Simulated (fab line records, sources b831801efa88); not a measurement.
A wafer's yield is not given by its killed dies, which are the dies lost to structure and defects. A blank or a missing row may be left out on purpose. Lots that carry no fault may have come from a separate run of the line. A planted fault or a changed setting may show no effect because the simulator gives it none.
A lot that was struck, set against a sound lot / flow sfq line / 15 out of 325 route steps
Sound: these wafers, L396.1, L396.2, L396.3. Struck: wafers L403.1, L403.2. (L403.3 of the same lot was not struck and is left out.) The cause comes at the end.
Each step with rows lists, per side, the tool, then ch with its chambers, then its first start. Under that, the readings that differ: sound wafers / struck wafers / difference of the means / sigmas: that difference in standard deviations of wafers without a fault.
alike: same words and numbers on both sides, and readings whose means sit less than 2 such deviations apart. not compared: any withheld reading, any reading some wafer has no value for, any bound like >300 that may hide the same value, and any number with overlapping values for which the record gives no deviation.
A row with sigmas, a row that says differs or no value, or rows on one side alone: a step with any of these is where the two part. Numbers that have no deviation but don't overlap get no sigmas and don't part them. A reading missing from all wafers of one side parts the sides only when that side holds two or more wafers.

first, 1 step without rows for these wafers: SFQ_TRILAYER_M4_STRIP_SOLV_CLEAN_098 (cleans in NMP, time 600 s).
SFQ_TRILAYER_I4_DEP_PECVD_099: deposits SiO2 from SiH4/N2O, time 111.11 s, target thk 500 nm.
  sound on pecvd-04 ch 0,1,2, day 42 22:32; struck on pecvd-03 ch 0,2, day 47 11:23
  alike: heater power outer w, heater power w, susceptor temp C, throttle valve pct
SFQ_TRILAYER_I4_CMP_CMP_100: polishes SiO2.
  sound on cmp-01 ch 0,2,3, day 44 22:20; struck on cmp-02 ch 0,2, day 48 07:51
  alike: motor current A, slurry filter dp kPa, time to endpoint s
SFQ_I4_BOW_MEAS_927:
  sound on film metro-04, day 45 00:50; struck on film metro-02, day 48 10:21
  alike: I4_BOW
SFQ_TRILAYER_I4_METRO_MEASURE_101:
  sound on film metro-04, day 45 00:57; struck on film metro-02, day 48 10:28
  alike: thk nm
then, 6 steps without rows for these wafers: SFQ_TRILAYER_I4_VIA_LITHO_COAT_108 (resist thk 62 nm); SFQ_TRILAYER_I4_VIA_LITHO_COAT_103 (resist thk 650 nm); SFQ_TRILAYER_I4_VIA_LITHO_SOFTBAKE_107; SFQ_TRILAYER_I4_VIA_LITHO_EXPOSE_104 (exposes mask I4, target cd 700 nm); SFQ_TRILAYER_I4_VIA_LITHO_PEB_106 (peb time 60 s); SFQ_TRILAYER_I4_VIA_LITHO_DEVELOP_105 (time 60 s).
-- the record jumps here: 5 days lie between the struck wafers' starts before and after --
SFQ_I4_OVL_MEAS_928:
  sound on overlay-02, day 45 05:04; struck on overlay-02, day 53 05:20
  alike: I4_OVL
SFQ_TRILAYER_I4_VIA_BARC_OPEN_VIA_ETCH_146: etches BARC in O2, target depth 125 nm, time 41.7 s.
  sound on rie diel-03 ch 1,2,3, day 45 05:05; struck on rie diel-03 ch 2,3, day 53 05:22
reading=rf hours counter h (h); sound=6 9 8; struck=10 13; difference=+4; sigmas=
reading=model.KrF_of_TRILAYER_I4_VIA_LITHO_COAT_103.thk nm (nm); sound=572.4 571.8 574.5; struck=585.2 581.2; difference=+10.3; sigmas=
  alike: drypump motor current A, oes product au
SFQ_TRILAYER_I4_VIA_ETCH_VIA_ETCH_106: etches SiO2 in CHF3, stops on Nb, target depth 260 nm.
  sound on rie diel-03 ch 1,2,3, day 45 05:08; struck on rie diel-03 ch 2,3, day 53 05:24
reading=model.KrF_of_TRILAYER_I4_VIA_LITHO_COAT_103.thk nm (nm); sound=528.4 526.4 530.7; struck=540.6 535.9; difference=+9.8; sigmas=
  alike: drypump motor current A, oes product au
SFQ_TRILAYER_I4_VIA_STRIP_STRIP_107: strips in O2.
  sound on rie metal-01 ch 0,1, day 45 05:15; struck on rie metal-04 ch 0,1, day 53 05:31
  alike: drypump motor current A, oes product au, platen temp c
  not compared: rf hours counter h

== WHERE THEY PART ==
Nowhere in this record.

WHY: whatever the simulator had introduced
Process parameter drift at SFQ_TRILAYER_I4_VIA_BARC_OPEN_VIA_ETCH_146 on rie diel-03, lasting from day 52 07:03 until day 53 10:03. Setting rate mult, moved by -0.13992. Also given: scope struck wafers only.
